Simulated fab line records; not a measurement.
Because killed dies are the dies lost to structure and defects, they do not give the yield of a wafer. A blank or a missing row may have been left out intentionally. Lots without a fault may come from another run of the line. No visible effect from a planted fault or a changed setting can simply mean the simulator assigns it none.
Comparing a struck lot with a sound one    flow sky130    32 out of 708 route steps
Sound: wafers L395.1, L395.5, L395.6. Wafers struck: L411.3, L411.4, L411.6. The cause is given at the end.
Per side, at each step with rows, come the tool, then ch with its chambers, and then its first start. Under that, the readings that differ: sound wafers    struck wafers    difference of the means    sigmas: that difference in standard deviations of wafers without a fault.
alike: same words and numbers on both sides, and readings whose means sit less than 2 such deviations apart. not compared: any withheld reading, any reading some wafer has no value for, any bound like >300 that may hide the same value, and any number with overlapping values for which the record gives no deviation.
The two part at a step that has a row with sigmas, a row that says differs or no value, or rows on one side only. When numbers do not overlap yet have no deviation, they are printed without sigmas and do not part them. A reading missing from all wafers of one side parts the sides only when that side holds two or more wafers.

SKY_PWDE_OVL_MEAS_07:
  sound on overlay-02 at day 4 10:20; struck on overlay-01 at day 8 11:36
reading        sound         struck          difference  sigmas
PWDE_OVL (nm)  -0.3 1.0 0.8  -1.4 -2.7 -1.9  -2.5        -2
then, 1 step without rows for these wafers: SKY_PWDE_IMPLANT_08.
SKY_PWDE_STRIP_09: strips in O2/N2.
  sound on plasma-asher-02 ch 0,1, day 4 10:31; struck on plasma-asher-02 ch 0,1, day 8 11:49
  alike: drypump-motor-current-A, o2-flow-sccm, oes-product-au, strip-time-to-endpoint-s
  not compared: rf-hours-counter-h
SKY_PWDE_TW_MEAS_10:
  sound on film-metro-03 at day 4 10:37; struck on film-metro-04 at day 8 11:53
  alike: PWDE_TW
then, 7 steps without rows for these wafers: SKY_NWELL_DEHYDRATE_03 (time 60 s); SKY_NWELL_HMDS_04 (prime time 60 s); SKY_NWELL_COAT_05 (resist thk 3000 nm); SKY_NWELL_SOFTBAKE_06; SKY_NWELL_EXPOSE_07 (exposes mask NWM, target cd 840 nm); SKY_NWELL_PEB_08; SKY_NWELL_DEVELOP_09 (develop time 60 s).
SKY_NWELL_OVL_MEAS_10:
  sound on overlay-02 at day 5 03:20; struck on overlay-01 at day 9 08:47
  alike: NWELL_00_OVL
SKY_NWELL_IMPLANT_11:
  sound on implanter-03 ch 0, day 5 03:22; struck on implanter-04 ch 0, day 9 08:52
reading        sound                            struck                           difference   sigmas
dose-ions-cm2  1.901e+13 1.9002e+13 1.8962e+13  1.9486e+13 1.9495e+13 1.946e+13  +4.8900e+11  +26
  alike: beam-on-s
then, 2 steps without rows for these wafers: SKY_NWELL_IMPLANT_12; SKY_NWELL_IMPLANT_13.
SKY_NWELL_STRIP_14: strips in O2/N2.
  sound on plasma-asher-03 ch 0,1, day 5 03:49; struck on plasma-asher-01 ch 0,1, day 9 09:17
  alike: drypump-motor-current-A, o2-flow-sccm, oes-product-au, strip-time-to-endpoint-s
  not compared: rf-hours-counter-h
SKY_NWELL_TW_MEAS_15:
  sound on film-metro-03 at day 5 03:55; struck on film-metro-02 at day 9 09:23
  alike: NWELL_TW
then, 7 steps without rows for these wafers: SKY_NWELL_DEHYDRATE_16 (time 60 s); SKY_NWELL_HMDS_17 (prime time 60 s); SKY_NWELL_COAT_18 (resist thk 3000 nm); SKY_NWELL_SOFTBAKE_19; SKY_NWELL_EXPOSE_20 (exposes mask NWM COMPLEMENT, target cd 840 nm); SKY_NWELL_PEB_21; SKY_NWELL_DEVELOP_22 (develop time 60 s).
SKY_NWELL_OVL_MEAS_23:
  sound on overlay-02 at day 5 21:49; struck on overlay-01 at day 10 06:54
  alike: NWELL_01_OVL
then, 1 step without rows for these wafers: SKY_NWELL_IMPLANT_24.
SKY_NWELL_STRIP_25: strips in O2/N2.
  sound on plasma-asher-03 ch 0,1, day 5 22:01; struck on plasma-asher-04 ch 0,1, day 10 07:07
  alike: drypump-motor-current-A, o2-flow-sccm, oes-product-au, strip-time-to-endpoint-s
  not compared: rf-hours-counter-h
SKY_NWELL_TW_MEAS_26:
  sound on film-metro-04 at day 5 22:07; struck on film-metro-02 at day 10 07:11
  alike: NWELL_2_TW
then, 1 step without rows for these wafers: SKY_NWELL_CLEAN_27 (cleans in SC1/SC2, time 150 s).
SKY_NWELL_RTA_28: time 30 s.
  sound on rtp-anneal-01 ch 0, day 5 22:13; struck on rtp-anneal-02 ch 0, day 10 07:19
  alike: lamp-power-pct, wafer_temp_C_max
SKY_NWELL_RS_MEAS_29: measurement is done with a four-point probe.
  sound on film-metro-02 at day 5 22:19; struck on film-metro-04 at day 10 07:47
reading            sound              struck             difference  sigmas
NWELL_RS (ohm/sq)  626.6 625.2 623.9  619.6 617.8 617.7  -6.9        -4
  not compared: hold
-- the record jumps here: 40 days lie between the struck wafers' starts before and after (it left off in module NWELL and takes up again in module PAD_OPEN, whose first step shown is number 708 of the route) --
SKY_PAD_OPEN_PROBE_99:
  only the struck wafers here have rows in the record (prober-01, day 50 11:14); the sound ones have none

WHERE THEY PART
Last at SKY_PAD_OPEN_PROBE_99 as far as this record goes, first at SKY_PWDE_OVL_MEAS_07.

WHY: what had been put in by the simulator
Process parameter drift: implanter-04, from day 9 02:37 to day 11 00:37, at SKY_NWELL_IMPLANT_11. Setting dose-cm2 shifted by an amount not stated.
